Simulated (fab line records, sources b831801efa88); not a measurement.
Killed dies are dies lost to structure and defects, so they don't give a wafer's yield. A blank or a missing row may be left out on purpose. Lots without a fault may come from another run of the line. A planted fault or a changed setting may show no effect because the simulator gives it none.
fab line records | flow sfq_line
record lots=5 wafers=15 last_day=91
route steps=325 shown M3@132 I3@133
lots that met no fault: from a run of the same line without faults
start_h: hours from the record's first day to the start of the lot's first wafer shown | wait_h: hours since the lot's step before | " the same as in the row above | L1.1+2: a row that stands for several wafers | - no value, or no start given | * or withheld: withheld | < > ~ a bound
route shown NAME@n: a module of which the file shows steps, and the number in the route of the first | usual: mean/standard deviation of fault-free wafers | same: alike in all rows | chamber/n: place in a boat | sites: the reading at each site | _std_site: their standard deviation | _edge_site: outer sites' mean less inner sites' | radius_mm: how far each site lies from the wafer's centre | mask NAME#n: copy n | behind: the tool/chamber that last shaped the wafer | hold: why the lot was held/for how many hours/how that ended | device: the transistor (n, p or np) that didn't switch | end of line: the same wafers' tests at the end of the route | a step without rows: its recipe alone | killed: dies lost to structure and defects at the first sort, not the wafer's yield | map: a wafer's dies, x killed, . not, _ none there
set.NAME: the setting as run; set.NAME@STEP: as run at that earlier step | model.NAME: the simulator's own value behind a step, which no gauge read
lots at some steps of the route; a table a step, a row a wafer
services: from which hour (start_h, from the record's first day; less than 0 if before it) a tool's chamber was out of use, for how many hours, and why
## steps
# step SFQ_TRILAYER_M3_STRIP_SOLV_CLEAN_080
# recipe chemistry=NMP temp_c=70 time_s=600
# step SFQ_TRILAYER_I3_DEP_PECVD_081
# recipe material=SiO2 temp_c=150 time_s=111.11 pressure_torr=2.4 rf_w=183.3 precursor=SiH4/N2O target_thk_nm=500
# usual heater_power_w=92/17 throttle_valve_pct=24.9/0.86
# columns lot.wafer tool chamber start_h wait_h heater_power_w throttle_valve_pct
L812.1 pecvd-04 1 1034.48 0.0 97 24.8
L812.2 " 2 " " 108 24.7
L812.6 " 2 " " 113 24.6
L815.2 pecvd-04 0 1062.99 0.0 84 25.1
L815.3 " 1 " " 108 24.9
L815.5 " 1 " " 86 25.2
L827.1 pecvd-02 2 1176.27 0.0 81 24.9
L827.2 " 0 " " 82 23.2
L827.6 " 0 " " 87 23.3
L829.1 pecvd-02 0 1184.68 0.0 77 23.5
L829.4 " 2 " " 85 24.7
L829.6 " 1 " " 86 23.8
L831.2 pecvd-04 1 1203.87 0.0 101 25.3
L831.3 " 2 " " 97 25.3
L831.5 " 2 " " 101 25.3
# step SFQ_TRILAYER_I3_CMP_CMP_082
# recipe material=SiO2 down_force_psi=3 platen_rpm=60 pad_velocity_m_s=0.94248
# usual edge_zone_pressure_frac=1.000/0.0053 motor_current_A=10.6/0.82 time_to_endpoint_s=213/7.2
# columns lot.wafer tool chamber start_h wait_h edge_zone_pressure_frac motor_current_A time_to_endpoint_s
L812.1 cmp-01 1 1034.56 0.0 1.006 8.9 208
L812.2 " 2 " " 1.001 11.0 204
L812.6 " 1 1036.56 2.0 1.001 8.8 210
L815.3 cmp-01 0 1063.57 0.5 1.008 11.6 213
L815.2 " 1 " " 0.995 8.8 205
L815.5 " 3 1065.07 2.0 1.004 10.7 218
L827.2 cmp-02 3 1205.07 28.8 0.992 11.2 208
L827.1 " 2 1206.57 30.3 1.003 10.4 211
L827.6 " 3 " " 0.991 10.8 216
L829.4 cmp-01 2 1219.95 35.2 0.996 10.9 215
L829.1 " 0 1220.95 36.2 0.989 11.6 206
L829.6 " 1 " " 0.998 8.9 215
L831.3 cmp-01 2 1237.45 33.5 1.001 10.8 210
L831.2 " 0 1238.45 34.5 1.002 11.2 219
L831.5 " 3 1239.95 36.0 1.008 10.4 224
# step SFQ_I3_BOW_MEAS_922
# recipe mode=bow
# usual I3_BOW=1/9.5
# columns lot.wafer tool chamber start_h wait_h I3_BOW[um]
L812.1 film_metro-03 - 1037.56 2.5 14
L812.2 " - " " -4
L812.6 " - " " 21
L815.2 film_metro-04 - 1066.09 1.5 -4
L815.3 " - " " -17
L815.5 " - " " -17
L827.1 film_metro-04 - 1208.07 1.0 23
L827.2 " - " " 28
L827.6 " - " " 8
L829.1 film_metro-02 - 1222.45 1.0 5
L829.4 " - " " 6
L829.6 " - " " 1
L831.2 film_metro-03 - 1240.47 1.5 -6
L831.3 " - " " -7
L831.5 " - " " 6
# step SFQ_TRILAYER_I3_METRO_MEASURE_083
# usual thk_nm=200.0/0.86
# columns lot.wafer tool chamber start_h wait_h thk_nm
L812.1 film_metro-03 - 1037.68 0.1 199.9
L812.2 " - " " 199.1
L812.6 " - " " 200.3
L815.2 film_metro-04 - 1066.39 0.3 200.8
L815.3 " - " " 201.9
L815.5 " - " " 200.2
L827.1 film_metro-04 - 1208.19 0.1 198.9
L827.2 " - " " 198.6
L827.6 " - " " 199.7
L829.1 film_metro-02 - 1222.57 0.1 199.2
L829.4 " - " " 199.4
L829.6 " - " " 199.0
L831.2 film_metro-03 - 1240.77 0.3 200.3
L831.3 " - " " 199.7
L831.5 " - " " 199.4
# step SFQ_TRILAYER_I3_VIA_LITHO_COAT_090
# recipe resist=BARC spin_rpm=3000 resist_thk_nm=62
# step SFQ_TRILAYER_I3_VIA_LITHO_COAT_085
# recipe resist=KrF spin_rpm=3000 resist_thk_nm=650
# step SFQ_TRILAYER_I3_VIA_LITHO_SOFTBAKE_089
# recipe temp_c=withheld time_s=withheld resist=KrF
# step SFQ_TRILAYER_I3_VIA_LITHO_EXPOSE_086
# recipe mask_id=I3 na=0.6 source_shape=conventional sigma_outer=0.65 target_cd_nm=500 dose_mj=21.3
# step SFQ_TRILAYER_I3_VIA_LITHO_PEB_088
# recipe peb_temp_c=115 peb_time_s=60 resist=KrF
# step SFQ_TRILAYER_I3_VIA_LITHO_DEVELOP_087
# recipe time_s=60 resist=KrF
# step SFQ_I3_OVL_MEAS_923
# usual I3_OVL=0/5.8
# columns lot.wafer tool chamber start_h wait_h I3_OVL[nm]
L812.1 overlay-02 - 1169.27 0.1 5
L812.2 " - " " 4
L812.6 " - " " -4
L815.2 overlay-02 - 1189.68 0.1 -4
L815.3 " - " " -2
L815.5 " - " " 3
L827.1 overlay-01 - 1318.84 0.1 -7
L827.2 " - " " -7
L827.6 " - " " -3
L829.1 overlay-01 - 1330.80 0.1 2
L829.4 " - " " -4
L829.6 " - " " -5
L831.2 overlay-02 - 1348.80 0.1 3
L831.3 " - " " -1
L831.5 " - " " -5
# step SFQ_TRILAYER_I3_VIA_BARC_OPEN_VIA_ETCH_121
# recipe mask_material=PR chemistry=O2 target_depth_nm=125 target=BARC source_w=500 bias_w=80 pressure_mtorr=30 time_s=41.7
# usual bias_w=79.99/0.24 chamber_pressure_mTorr=30.001/0.026 drypump_motor_current_A=5.7/0.42 oes_product_au=0.685/0.0046
# columns lot.wafer tool chamber start_h wait_h bias_w chamber_pressure_mTorr drypump_motor_current_A oes_product_au rf_hours_counter_h
L812.1 rie_diel-04 1 1169.31 0.0 80.02 30.011 6.1 0.679 8
L812.2 " 0 " " 80.42 29.986 5.8 0.684 11
L812.6 " 1 " " 79.78 29.992 6.1 0.685 -
L815.2 rie_diel-04 2 1189.71 0.0 80.08 29.974 5.1 0.692 1
L815.3 " 1 " " 79.97 23.994 6.0 0.683 9
L815.5 " 3 " " 79.73 29.965 6.1 0.689 -
L827.1 rie_diel-03 0 1318.88 0.0 80.28 29.998 6.1 0.672 16
L827.2 " 1 " " 79.92 30.015 5.9 0.684 9
L827.6 " 1 " " 79.93 30.049 5.9 0.690 -
L829.1 rie_diel-04 2 1330.83 0.0 80.27 30.021 5.1 0.681 3
L829.4 " 1 " " 80.25 30.009 6.0 0.681 11
L829.6 " 3 " " 80.06 29.994 6.1 0.691 -
L831.2 rie_diel-02 1 1348.83 0.0 79.84 30.017 4.8 0.687 7
L831.3 " 0 " " 79.78 30.013 5.6 0.688 11
L831.5 " 2 " " 79.60 29.995 6.0 0.691 -
# step SFQ_TRILAYER_I3_VIA_ETCH_VIA_ETCH_088
# recipe target=SiO2 stop_on=Nb mask_material=PR taper_deg=20 chemistry=CHF3 target_depth_nm=260 source_w=500 bias_w=80 pressure_mtorr=30 time_s=withheld
# usual bias_w=80.04/0.23 chamber_pressure_mTorr=30.003/0.027 drypump_motor_current_A=5.7/0.41 oes_product_au=0.854/0.0049
# columns lot.wafer tool chamber start_h wait_h bias_w chamber_pressure_mTorr drypump_motor_current_A oes_product_au
L812.1 rie_diel-04 1 1169.35 0.0 80.00 30.005 6.1 0.850
L812.2 " 0 " " 80.30 30.059 5.8 0.853
L812.6 " 1 " " 80.27 29.999 6.1 0.847
L815.2 rie_diel-04 2 1189.75 0.0 80.13 29.964 5.1 0.857
L815.3 " 1 " " 80.07 29.995 6.0 0.856
L815.5 " 3 " " 80.20 30.012 6.1 0.857
L827.1 rie_diel-03 0 1318.92 0.0 79.95 30.000 6.2 0.846
L827.2 " 1 " " 79.97 30.026 5.9 0.845
L827.6 " 1 " " 80.05 30.036 5.9 0.848
L829.1 rie_diel-04 2 1330.87 0.0 79.49 30.012 5.1 0.845
L829.4 " 1 " " 80.19 29.989 6.0 0.853
L829.6 " 3 " " 80.08 29.989 6.1 0.845
L831.2 rie_diel-02 1 1348.87 0.0 80.19 29.997 4.9 0.855
L831.3 " 0 " " 79.93 29.996 5.6 0.858
L831.5 " 2 " " 80.44 30.009 6.0 0.844
## services
# columns tool chamber start_h hours kind
rie_diel-03 - 1023.32 2.8 pm
film_metro-03 - 1041.68 49.9 repair
rie_diel-04 - 1047.65 15.6 pm
film_metro-04 - 1059.73 0.6 pm
rie_diel-03 3 1060.36 6.8 repair
film_metro-04 - 1061.78 0.2 pm
rie_diel-04 - 1078.26 0.4 repair
pecvd-02 2 1092.18 4.7 repair
pecvd-02 2 1104.01 9.9 repair
rie_diel-04 0 1104.06 3.3 repair
pecvd-02 - 1119.95 2.8 pm
film_metro-03 - 1133.19 1.8 pm
rie_diel-02 - 1145.45 28.1 pm
rie_diel-04 0 1153.28 10.7 repair
cmp-01 - 1197.87 6.6 pm
rie_diel-04 3 1238.17 23.1 repair
rie_diel-04 0 1240.73 5.1 repair
cmp-01 - 1247.19 2.2 repair
cmp-01 - 1264.45 4.0 pm
rie_diel-04 0 1268.84 4.0 repair
cmp-01 - 1273.94 1.0 repair
cmp-01 - 1280.96 1.7 repair
rie_diel-04 2 1297.77 3.7 repair
rie_diel-04 3 1347.99 5.6 repair
## key
first_sign step=SFQ_TRILAYER_I3_VIA_BARC_OPEN_VIA_ETCH_121 reading=chamber_pressure_mTorr direction=down sigmas=99+ usual=30.001 struck=23.994
effect none on later readings
met_at SFQ_TRILAYER_I3_VIA_BARC_OPEN_VIA_ETCH_121
struck_wafers L815.3
onset_between 1169.31 1189.71
fault kind=process_parameter_drift tool=rie_diel-04 chamber=1 onset_h=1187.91 steps=SFQ_TRILAYER_I3_VIA_BARC_OPEN_VIA_ETCH_121 channel=pressure_mtorr offset=-6 shape=step end_h=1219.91 acts_in=these_recipes_only stated=30
